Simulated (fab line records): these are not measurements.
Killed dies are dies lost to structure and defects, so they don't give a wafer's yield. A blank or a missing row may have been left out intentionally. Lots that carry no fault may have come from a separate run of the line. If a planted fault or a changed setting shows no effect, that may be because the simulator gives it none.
The tool behind it: which one? | flow gf180mcu | 12 lots, 34 wafers sampled, at 2 steps of a route of 602

## WHAT THE GAUGES READ, wafer by wafer
GF_VT_IMPLANT_RS_MEAS_48: the measuring method here is four-point-probe. Usual: LVPWELL_RS gives 1197 ohm/sq (standard deviation 3.1).
lot  | measured     | on            | LVPWELL_RS (ohm/sq) | flag
L338 | day 7 14:01  | film-metro-04 | 1204 1197 1200      |
L339 | day 7 20:17  | film-metro-04 | 1201 1199 1197      |
L340 | day 8 01:58  | film-metro-01 | 1201 1201 1199      |
L346 | day 9 20:01  | film-metro-04 | 1196 1167           | OFF
L347 | day 10 03:15 | film-metro-03 | 1195 1166           | OFF
L349 | day 10 22:52 | film-metro-01 | 1192 1194 1167      | OFF
L352 | day 11 10:54 | film-metro-04 | 1203 1197 1199      |
L353 | day 11 21:04 | film-metro-03 | 1197 1194 1195      |
L354 | day 12 04:09 | film-metro-03 | 1197 1197 1196      |
L355 | day 12 07:07 | film-metro-03 | 1195 1197 1193      |
L359 | day 13 16:04 | film-metro-04 | 1197 1196 1200      |
L360 | day 13 18:10 | film-metro-03 | 1200 1200 1196      |

## TOOL THAT RAN EACH LOT (tool first, then ch and the chambers of the sampled wafers, then the start)
lot  | GF_LVPWELL_IMPLANT_09
L338 | implanter-01 ch 0, day 3 19:53
L339 | implanter-01 ch 0, day 4 01:49
L340 | implanter-01 ch 0, day 4 07:11
L346 | implanter-01 ch 0, day 5 17:34
L347 | implanter-01 ch 0, day 5 23:46
L349 | implanter-01 ch 0, day 6 15:52
L352 | implanter-04 ch 0, day 7 03:55
L353 | implanter-03 ch 0, day 7 12:22
L354 | implanter-03 ch 0, day 7 18:15
L355 | implanter-04 ch 0, day 7 20:34
L359 | implanter-03 ch 0, day 9 00:10
L360 | implanter-04 ch 0, day 9 01:31
- GF_LVPWELL_IMPLANT_09

## WHAT THE TOOLS THEMSELVES READ (means of the sampled wafers that have a number; where no wafer has one, the mark that the record gives instead)
GF_LVPWELL_IMPLANT_09. Usual: beam-on-s 10.01 s, standard deviation 0.2; faraday-current-uA 28.2, standard deviation 0.56.
lot  | tool         | beam-on-s (s) | faraday-current-uA | flag
L338 | implanter-01 | 10.05         | 28.1               |
L339 | implanter-01 | 10.10         | 28.0               |
L340 | implanter-01 | 9.95          | 28.3               |
L346 | implanter-01 | 10.43         | 27.1               |
L347 | implanter-01 | 10.39         | 27.2               |
L349 | implanter-01 | 10.63         | 26.7               | OFF
L352 | implanter-04 | 10.22         | 27.6               |
L353 | implanter-03 | 9.99          | 28.3               |
L354 | implanter-03 | 9.98          | 28.3               |
L355 | implanter-04 | 10.00         | 28.3               |
L359 | implanter-03 | 9.83          | 28.7               |
L360 | implanter-04 | 9.96          | 28.5               |

## THE ANSWER, worked out from the rows above alone
Rule: take the mean of a lot's wafers that have a number; if it is more than 3 standard deviations from the usual mean, the lot is off. A lot without any number at a reading at which 4 lots or more have one is off too. Any other lot the step has rows for is counted as sound. First the gauges in route order, then the tools' own readings, where a lot's mean is used as printed above. At the first step where some lot is off, the reading lying furthest off is the one used; lots without a number count as furthest.
Off: at GF_VT_IMPLANT_RS_MEAS_48 (LVPWELL_RS), L346, L347, L349.
If a tool, at a process step before that reading, ran all the lots that are off and no sound lot after the first of them, it fits. Gauges at GF_VT_IMPLANT_RS_MEAS_48: tried the same way as those tools. One candidate fits, namely implanter-01 at GF_LVPWELL_IMPLANT_09. A fault onset in the window from L340 (day 4 07:11, its last sound lot) to L346 (day 5 17:34, its first lot off) fits.

## WHAT HAD BEEN PUT IN BY THE SIMULATOR
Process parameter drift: implanter-01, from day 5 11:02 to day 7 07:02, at GF_LVPWELL_IMPLANT_09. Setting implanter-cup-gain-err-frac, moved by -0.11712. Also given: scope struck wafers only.
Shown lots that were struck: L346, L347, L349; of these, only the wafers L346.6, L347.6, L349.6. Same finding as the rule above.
